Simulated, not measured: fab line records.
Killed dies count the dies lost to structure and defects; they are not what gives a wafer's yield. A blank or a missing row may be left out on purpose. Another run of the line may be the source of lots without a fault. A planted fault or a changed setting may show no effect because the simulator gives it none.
One fault through the eyes of 2 desks / flow sky130 / numbers are kept per desk, each desk with only its own; the story behind them comes last

== THE TOOL OWNER'S DESK: pvd-sputter-03 ==
The tool's own readings at SKY_METAL3_SPUTTER_04 (material TiN, target thk 70 nm, time 58.3 s): means of the sampled wafers that have a number, for each lot that ran on this tool. Any lot whose mean is over 4 standard deviations away from the usual mean is out of limits and marked OUT; that distance is given in the brackets.
Columns: A = throttle-valve-pct at SKY_METAL3_SPUTTER_04, usual 30.1 %
lot=L468; first seen here=day 36 07:04; A=30.5
lot=L469; first seen here=day 36 13:40; A=30.7
lot=L479; first seen here=day 39 19:59; A=30.7
Finding of this desk: none of the 3 lots has anything out of limits.

== AT THE METROLOGY DESK ==
Means of the sampled wafers that have a number, per lot and without regard to the tool the lot ran on: this is what the gauges read. Any lot whose mean is over 4 standard deviations away from the usual mean is out of limits and marked OUT; that distance is given in the brackets.
Columns: A = CAPM_OVL at SKY_CAPM_OVL_MEAS_12, usual -0.4 nm; B = VIA3_W_RS at SKY_VIA3_RS_MEAS_22, usual 0.2943 ohm/sq
lot=L468; first seen here=day 37 08:59; A=0.6; B=0.2979
lot=L469; first seen here=day 37 15:13; A=-0.1; B=0.2949
lot=L470; first seen here=day 38 09:11; A=-1.1; B=0.2925
lot=L472; first seen here=day 39 17:23; A=-0.7; B=0.2953
lot=L474; first seen here=day 39 19:49; A=-0.1; B=0.2967
lot=L473; first seen here=day 39 22:05; A=-0.6; B=0.2928
lot=L479; first seen here=day 40 20:18; A=1.6; B=0.2951
lot=L486; first seen here=day 42 18:38; A=-0.7; B=0.2936
lot=L487; first seen here=day 43 00:02; A=-0.1; B=0.2953
lot=L489; first seen here=day 43 05:23; A=-0.7; B=0.2951
lot=L491; first seen here=day 43 20:59; A=-1.8; B=0.2915
Finding of this desk: none of the 11 lots has anything out of limits.

== PUT TOGETHER ==
Nothing out of limits was seen by the tool owner's desk.
From the metrology desk's view, nothing was out of limits.

== WHAT HAD BEEN PUT IN BY THE SIMULATOR ==
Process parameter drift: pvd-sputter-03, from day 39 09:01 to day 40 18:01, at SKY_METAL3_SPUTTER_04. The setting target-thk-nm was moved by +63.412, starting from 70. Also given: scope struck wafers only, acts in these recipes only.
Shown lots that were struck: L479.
